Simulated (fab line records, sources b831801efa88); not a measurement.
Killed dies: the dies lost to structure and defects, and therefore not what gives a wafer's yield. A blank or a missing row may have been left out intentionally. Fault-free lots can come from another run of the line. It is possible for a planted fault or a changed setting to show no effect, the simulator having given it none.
fab line records + flow sky130
record
- lots=6
- wafers=18
- last-day=49
route steps=708 shown VT_ADJUST_LVTN@111 VT_ADJUST_NCORE@119 PAD_OPEN@708
lots untouched by any fault: they come from a run of this same line in which no faults occurred
start-h: the number of hours between the record's first day and the start of the first shown wafer of the lot + wait-h: how many hours have passed since the lot's step before this one + " same as the row above + L1.1+2: several wafers, shown together as one row + - no value, or no start was given + * or withheld: withheld + < > ~ a bound
route shown NAME@n: a module of which the file shows steps, and the number in the route of the first + usual: mean/standard deviation of fault-free wafers + same: alike in all rows + chamber/n: place in a boat + sites: readings site by site + _std_site: standard deviation of those values + _edge_site: mean of outer sites minus mean of inner sites + radius-mm: how far each site lies from the wafer's centre + mask NAME#n: copy n + behind: the tool/chamber that last shaped the wafer + hold: why the lot was held/for how many hours/how that ended + device: names the non-switching transistor (n, p or np) + end of line: tests run on the same wafers once the route is complete + a step with no rows: only its recipe + killed: not the wafer's yield, but the dies lost to structure and defects at the first sort + map: shows each die of a wafer: x if killed, . if not, _ if none is there
set.NAME: the setting as run; set.NAME@STEP: as run at that earlier step + model.NAME: the simulator's own value behind a step, which no gauge read
a table for each step, a row for each wafer; lots at some steps of the route
services: from which hour (start-h, from the record's first day; less than 0 if before it) a tool's chamber was out of use, for how many hours, and why
## steps
# step SKY_VT_ADJUST_LVTN_SOFTBAKE_14
# recipe
- temp-c=90
- time-s=60
- resist=NOVOLAK
# step SKY_VT_ADJUST_LVTN_EXPOSE_15
# recipe
- mask-id=HVN_STD_DERIVED
- na=0.6
- source-shape=conventional
- sigma-outer=0.6
- polarization=unpolarized
- target-cd-nm=600
- dose-mj=163
# step SKY_VT_ADJUST_LVTN_PEB_16
# recipe
- temp-c=withheld
- time-s=*
- resist=NOVOLAK
# step SKY_VT_ADJUST_LVTN_DEVELOP_17
# recipe
- resist=NOVOLAK
- developer=TMAH
- develop-time-s=60
- dev-temp-c=23
# step SKY_VT_ADJUST_LVTN_OVL_MEAS_18
# usual
- VT_ADJUST_LVTN_01_OVL=0.6/1.2
| lot.wafer | tool       | chamber | start-h | wait-h | VT_ADJUST_LVTN_01_OVL[nm] |
|-----------|------------|---------|---------|--------|---------------------------|
| L611.2    | overlay-02 | -       | 177.89  | 0.1    | 0.9                       |
| L611.5    | "          | -       | "       | "      | 2.2                       |
| L611.6    | "          | -       | "       | "      | 0.7                       |
| L618.2    | overlay-02 | -       | 220.19  | 0.1    | -1.3                      |
| L618.5    | "          | -       | "       | "      | -1.4                      |
| L618.6    | "          | -       | "       | "      | -0.6                      |
| L623.2    | overlay-01 | -       | 267.32  | 0.1    | 1.6                       |
| L623.4    | "          | -       | "       | "      | 0.6                       |
| L623.5    | "          | -       | "       | "      | -0.4                      |
| L625.2    | overlay-02 | -       | 273.99  | 0.1    | 0.9                       |
| L625.3    | "          | -       | "       | "      | 2.0                       |
| L625.5    | "          | -       | "       | "      | 0.1                       |
| L629.1    | overlay-01 | -       | 302.24  | 0.1    | -0.2                      |
| L629.5    | "          | -       | "       | "      | -0.7                      |
| L629.6    | "          | -       | "       | "      | 0.0                       |
| L630.3    | overlay-02 | -       | 303.56  | 0.1    | 1.8                       |
| L630.4    | "          | -       | "       | "      | 1.4                       |
| L630.6    | "          | -       | "       | "      | -1.2                      |
# step SKY_VT_ADJUST_LVTN_IMPLANT_19
# recipe
- species=B
- energy-kev=30
- dose-cm2=6.5e+11
- tilt-deg=withheld
# step SKY_VT_ADJUST_LVTN_STRIP_20
# recipe
- chemistry=O2/N2
- power-w=1400
- pressure-mtorr=1500
- platen-temp-c=withheld
- o2-flow-sccm=3000
- n2-flow-sccm=300
- overash-fraction=0.5
# usual
- chamber-pressure-mTorr=1499.8/1.3
- drypump-motor-current-A=5.8/0.59
- oes-product-au=0.716/0.0046
- strip-time-to-endpoint-s=14.17/0.044
| lot.wafer | tool            | chamber | start-h | wait-h | chamber-pressure-mTorr | drypump-motor-current-A | oes-product-au | rf-hours-counter-h | strip-time-to-endpoint-s |
|-----------|-----------------|---------|---------|--------|------------------------|-------------------------|----------------|--------------------|--------------------------|
| L611.2    | plasma-asher-03 | 0       | 178.07  | 0.1    | 1498.0                 | 5.0                     | 0.719          | 6                  | 14.16                    |
| L611.5    | "               | 1       | "       | "      | 1501.6                 | 6.0                     | 0.719          | -                  | 14.13                    |
| L611.6    | "               | 0       | "       | "      | 1500.2                 | 5.0                     | 0.716          | -                  | 14.20                    |
| L618.2    | plasma-asher-03 | 1       | 220.37  | 0.1    | 1499.6                 | 6.0                     | 0.714          | 10                 | 14.25                    |
| L618.5    | "               | 1       | "       | "      | 1500.5                 | 6.0                     | 0.719          | -                  | 14.22                    |
| L618.6    | "               | 0       | "       | "      | 1501.9                 | 5.0                     | 0.712          | -                  | 14.19                    |
| L623.2    | plasma-asher-03 | 0       | 267.50  | 0.1    | 1501.3                 | 5.0                     | 0.714          | 15                 | 14.19                    |
| L623.4    | "               | 1       | "       | "      | 1500.0                 | 6.0                     | 0.720          | -                  | 14.22                    |
| L623.5    | "               | 0       | "       | "      | 1499.9                 | 5.0                     | 0.712          | -                  | 14.24                    |
| L625.2    | plasma-asher-02 | 1       | 274.17  | 0.1    | 1499.2                 | 6.7                     | 0.716          | 47                 | 14.11                    |
| L625.3    | "               | 0       | "       | "      | 1500.6                 | 5.3                     | 0.719          | -                  | 14.13                    |
| L625.5    | "               | 1       | "       | "      | 1498.9                 | 6.6                     | 0.712          | -                  | 14.12                    |
| L629.1    | plasma-asher-01 | 1       | 302.42  | 0.1    | 1500.3                 | 6.5                     | 0.721          | 58                 | 14.13                    |
| L629.5    | "               | 0       | "       | "      | 1500.9                 | 5.6                     | 0.721          | -                  | 14.16                    |
| L629.6    | "               | 1       | "       | "      | 1499.6                 | 6.5                     | 0.716          | -                  | 14.15                    |
| L630.3    | plasma-asher-03 | 0       | 303.76  | 0.1    | 1500.7                 | 5.0                     | 0.716          | -                  | 14.18                    |
| L630.4    | "               | 1       | "       | "      | 1500.6                 | 5.9                     | 0.722          | -                  | 14.16                    |
| L630.6    | "               | 1       | "       | "      | 1497.5                 | 6.0                     | 0.719          | -                  | 14.22                    |
# step SKY_VT_ADJUST_LVTN_TW_MEAS_21
# usual
- VT_ADJUST_LVTN_2_TW=188.1/0.9
| lot.wafer | tool          | chamber | start-h | wait-h | VT_ADJUST_LVTN_2_TW |
|-----------|---------------|---------|---------|--------|---------------------|
| L611.2    | film-metro-04 | -       | 178.18  | 0.1    | 188.9               |
| L611.5    | "             | -       | "       | "      | 188.7               |
| L611.6    | "             | -       | "       | "      | 189.2               |
| L618.2    | film-metro-01 | -       | 220.48  | 0.1    | 188.6               |
| L618.5    | "             | -       | "       | "      | 188.6               |
| L618.6    | "             | -       | "       | "      | 189.1               |
| L623.2    | film-metro-01 | -       | 267.61  | 0.1    | 188.5               |
| L623.4    | "             | -       | "       | "      | 187.8               |
| L623.5    | "             | -       | "       | "      | 187.8               |
| L625.2    | film-metro-01 | -       | 274.28  | 0.1    | 188.8               |
| L625.3    | "             | -       | "       | "      | 188.3               |
| L625.5    | "             | -       | "       | "      | 188.9               |
| L629.1    | film-metro-01 | -       | 302.52  | 0.1    | 187.9               |
| L629.5    | "             | -       | "       | "      | 188.2               |
| L629.6    | "             | -       | "       | "      | 188.1               |
| L630.3    | film-metro-01 | -       | 303.85  | 0.1    | 188.2               |
| L630.4    | "             | -       | "       | "      | 188.6               |
| L630.6    | "             | -       | "       | "      | 188.9               |
# step SKY_VT_ADJUST_NCORE_DEHYDRATE_00
# recipe
- temp-c=200
- time-s=60
# step SKY_VT_ADJUST_NCORE_HMDS_01
# recipe
- prime-time-s=60
- prime-temp-c=120
# step SKY_VT_ADJUST_NCORE_COAT_02
# recipe
- resist=NOVOLAK
- spin-rpm=3000
- resist-thk-nm=1140
# step SKY_VT_ADJUST_NCORE_SOFTBAKE_03
# recipe
- temp-c=90
- time-s=60
- resist=NOVOLAK
# step SKY_VT_ADJUST_NCORE_EXPOSE_04
# recipe
- mask-id=LVTN_COMPLEMENT_THIN
- na=0.6
- source-shape=conventional
- sigma-outer=0.6
- polarization=unpolarized
- target-cd-nm=380
- dose-mj=139
# usual
- exposure-dose-mJ-cm2=139.01/0.14
- reticle-temp-C=22.99/0.12
| lot.wafer | tool             | chamber | start-h | wait-h | mask                   | exposure-dose-mJ-cm2 | reticle-temp-C |
|-----------|------------------|---------|---------|--------|------------------------|----------------------|----------------|
| L611.2    | iline-stepper-01 | 0       | 188.86  | -      | LVTN_COMPLEMENT_THIN#0 | 139.05               | 23.03          |
| L611.5    | "                | 0       | "       | "      | LVTN_COMPLEMENT_THIN#0 | 139.16               | 22.96          |
| L611.6    | "                | 0       | "       | "      | LVTN_COMPLEMENT_THIN#0 | 139.10               | 22.85          |
| L618.2    | iline-stepper-01 | 0       | 231.54  | -      | LVTN_COMPLEMENT_THIN#0 | 138.91               | 22.71          |
| L618.5    | "                | 0       | "       | "      | LVTN_COMPLEMENT_THIN#0 | 139.08               | 23.09          |
| L618.6    | "                | 0       | "       | "      | LVTN_COMPLEMENT_THIN#0 | 138.85               | 22.89          |
| L623.2    | iline-stepper-01 | 0       | 280.19  | -      | LVTN_COMPLEMENT_THIN#0 | 147.35               | 23.12          |
| L623.4    | "                | 0       | "       | "      | LVTN_COMPLEMENT_THIN#0 | 147.46               | 23.15          |
| L623.5    | "                | 0       | "       | "      | LVTN_COMPLEMENT_THIN#0 | 147.35               | 23.17          |
| L625.2    | iline-stepper-02 | 0       | 286.41  | -      | LVTN_COMPLEMENT_THIN#0 | 138.84               | 22.89          |
| L625.3    | "                | 0       | "       | "      | LVTN_COMPLEMENT_THIN#0 | 139.02               | 22.97          |
| L625.5    | "                | 0       | "       | "      | LVTN_COMPLEMENT_THIN#0 | 138.99               | 23.06          |
| L629.1    | iline-stepper-02 | 0       | 315.12  | -      | LVTN_COMPLEMENT_THIN#0 | 138.83               | 22.95          |
| L629.5    | "                | 0       | "       | "      | LVTN_COMPLEMENT_THIN#0 | 139.07               | 23.07          |
| L629.6    | "                | 0       | "       | "      | LVTN_COMPLEMENT_THIN#0 | 138.81               | 23.06          |
| L630.3    | iline-stepper-01 | 0       | 316.68  | -      | LVTN_COMPLEMENT_THIN#0 | 145.79               | 22.76          |
| L630.4    | "                | 0       | "       | "      | LVTN_COMPLEMENT_THIN#0 | 145.97               | 22.88          |
| L630.6    | "                | 0       | "       | "      | LVTN_COMPLEMENT_THIN#0 | 145.92               | 22.74          |
# step SKY_VT_ADJUST_NCORE_PEB_05
# recipe
- temp-c=withheld
- time-s=*
- resist=NOVOLAK
# step SKY_VT_ADJUST_NCORE_DEVELOP_06
# recipe
- resist=NOVOLAK
- developer=TMAH
- develop-time-s=60
- dev-temp-c=23
# step SKY_VT_ADJUST_NCORE_CD_MEAS_07
# recipe
- target-cd-nm=380
# usual
- cd-nm=379.2/2.1
| lot.wafer | tool      | chamber | start-h | wait-h | cd-nm |
|-----------|-----------|---------|---------|--------|-------|
| L611.2    | cd-sem-01 | -       | 199.27  | 0.1    | 379.6 |
| L611.5    | "         | -       | "       | "      | 380.5 |
| L611.6    | "         | -       | "       | "      | 379.9 |
| L618.2    | cd-sem-01 | -       | 242.76  | 0.1    | 379.8 |
| L618.5    | "         | -       | "       | "      | 377.4 |
| L618.6    | "         | -       | "       | "      | 381.4 |
| L623.2    | cd-sem-01 | -       | 292.41  | 0.1    | 394.4 |
| L623.4    | "         | -       | "       | "      | 392.7 |
| L623.5    | "         | -       | "       | "      | 393.5 |
| L625.2    | cd-sem-01 | -       | 299.39  | 0.1    | 379.8 |
| L625.3    | "         | -       | "       | "      | 380.4 |
| L625.5    | "         | -       | "       | "      | 382.3 |
| L629.1    | cd-sem-01 | -       | 328.10  | 0.1    | 379.8 |
| L629.5    | "         | -       | "       | "      | 381.6 |
| L629.6    | "         | -       | "       | "      | 379.7 |
| L630.3    | cd-sem-02 | -       | 329.46  | 0.1    | 394.6 |
| L630.4    | "         | -       | "       | "      | 393.2 |
| L630.6    | "         | -       | "       | "      | 392.2 |
# step SKY_VT_ADJUST_NCORE_OVL_MEAS_08
# usual
- VT_ADJUST_NCORE_OVL=-0.3/1.4
| lot.wafer | tool       | chamber | start-h | wait-h | VT_ADJUST_NCORE_OVL[nm] |
|-----------|------------|---------|---------|--------|-------------------------|
| L611.2    | overlay-01 | -       | 199.37  | 0.1    | -0.3                    |
| L611.5    | "          | -       | "       | "      | 0.5                     |
| L611.6    | "          | -       | "       | "      | 0.9                     |
| L618.2    | overlay-02 | -       | 242.87  | 0.1    | 0.3                     |
| L618.5    | "          | -       | "       | "      | -0.4                    |
| L618.6    | "          | -       | "       | "      | 1.2                     |
| L623.2    | overlay-02 | -       | 292.52  | 0.1    | 1.6                     |
| L623.4    | "          | -       | "       | "      | 0.4                     |
| L623.5    | "          | -       | "       | "      | -0.7                    |
| L625.2    | overlay-01 | -       | 299.49  | 0.1    | 0.8                     |
| L625.3    | "          | -       | "       | "      | 0.7                     |
| L625.5    | "          | -       | "       | "      | 2.1                     |
| L629.1    | overlay-02 | -       | 328.22  | 0.1    | -0.8                    |
| L629.5    | "          | -       | "       | "      | -2.6                    |
| L629.6    | "          | -       | "       | "      | -2.2                    |
| L630.3    | overlay-02 | -       | 329.55  | 0.1    | 0.2                     |
| L630.4    | "          | -       | "       | "      | -2.2                    |
| L630.6    | "          | -       | "       | "      | 0.6                     |
# step SKY_PAD_OPEN_PROBE_99
# usual
- killed_at_M0_to_M3=43/6.8
- killed_at_M4_up=2.9/1.7
- killed-at-contacts=24/5.4
- killed-at-front-end=15/4.8
- killed-at-other=0.3/0.57
- killed-dies=85/9.4
- killed-on-rim=16/4
- killed-open=47/7.5
- killed-short=38/5.7
# same
- gross-dies=492
- killed-at-back-side=0
| lot.wafer | tool      | chamber | start-h | wait-h | killed_at_M0_to_M3 | killed_at_M4_up | killed-at-contacts | killed-at-front-end | killed-at-other | killed-dies | killed-on-rim | killed-open | killed-short |
|-----------|-----------|---------|---------|--------|--------------------|-----------------|--------------------|---------------------|-----------------|-------------|---------------|-------------|--------------|
| L618.2    | prober-02 | -       | 1126.20 | 0.1    | 48                 | 1               | 22                 | 16                  | 1               | 88          | 17            | 43          | 45           |
| L618.5    | prober-02 | -       | 1126.35 | 0.2    | 53                 | 2               | 19                 | 19                  | 0               | 93          | 23            | 52          | 41           |
| L618.6    | prober-02 | -       | 1126.40 | 0.2    | 40                 | 4               | 20                 | 18                  | 0               | 82          | 13            | 45          | 37           |
# killed by level:class
L618.2 VIA3:geometric-particle:open=9 VIA3:geometric-particle:short=9 CONTACT:geometric-particle:open=8 METAL2:geometric-particle:short=8 LI_CONTACT:geometric-particle:open=5 VIA1:geometric-particle:open=5 FIELD_ISO:geometric-particle:short=4 POLY_GATE:geometric-particle:open=4
L618.5 VIA1:geometric-particle:open=13 CONTACT:geometric-particle:open=9 METAL2:geometric-particle:short=9 VIA2:geometric-particle:open=8 VIA3:geometric-particle:open=7 LOCAL_INTERCONNECT:geometric-particle:short=5 POLY_GATE:geometric-particle:short=4 VIA2:geometric-particle:short=4
L618.6 VIA1:geometric-particle:open=9 VIA3:geometric-particle:open=8 VIA2:geometric-particle:open=7 CONTACT:geometric-particle:open=7 CONTACT:geometric-particle:short=6 FIELD_ISO:geometric-particle:open=5 VIA2:geometric-particle:short=5 POLY_GATE:geometric-particle:short=4
## services
| tool             | chamber | start-h | hours | kind   |
|------------------|---------|---------|-------|--------|
| iline-stepper-02 | -       | 156.06  | 11.4  | repair |
| iline-stepper-01 | -       | 167.61  | 1.7   | pm     |
| iline-stepper-01 | -       | 167.72  | 0.8   | repair |
| plasma-asher-01  | -       | 171.03  | 2.8   | pm     |
| plasma-asher-03  | -       | 192.72  | 4.5   | repair |
| plasma-asher-01  | -       | 212.75  | 12.0  | repair |
| plasma-asher-03  | -       | 234.28  | 2.2   | repair |
| iline-stepper-02 | -       | 279.37  | 1.7   | pm     |
## key
first-sign
- step=SKY_VT_ADJUST_NCORE_EXPOSE_04
- reading=exposure-dose-mJ-cm2
- direction=up
- sigmas=54
- usual=*
- struck=*
effect
- step=SKY_VT_ADJUST_NCORE_CD_MEAS_07
- reading=cd-nm
- direction=up
- sigmas=6.6
- usual=379.2
- struck=393.4
- through=control-loop
met-at SKY_VT_ADJUST_NCORE_EXPOSE_04
struck-wafers L623.2,L623.4,L623.5,L630.3,L630.4,L630.6
tester-left-out L623,L630
loop-trim
- step=SKY_VT_ADJUST_NCORE_EXPOSE_04
- setting=dose
- lots=L630
onset-between 231.54 280.19
fault
- kind=process-parameter-drift
- tool=iline-stepper-01
- chamber=-
- onset-h=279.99
- steps=SKY_VT_ADJUST_NCORE_EXPOSE_04
- channel=dose-mj
- offset=8.4625
- shape=step
- acts-in=these-recipes-only
- stated=139
# tester-left-out: of these lots the tester's yield and bins aren't shown, on N5 and GAA mostly nor the transistor test; their killed dies are dies lost to structure and defects alone, not to doping, threshold or leakage, so they don't give the yield
# loop-trim: a control loop set the setting to another value than it would have without faults
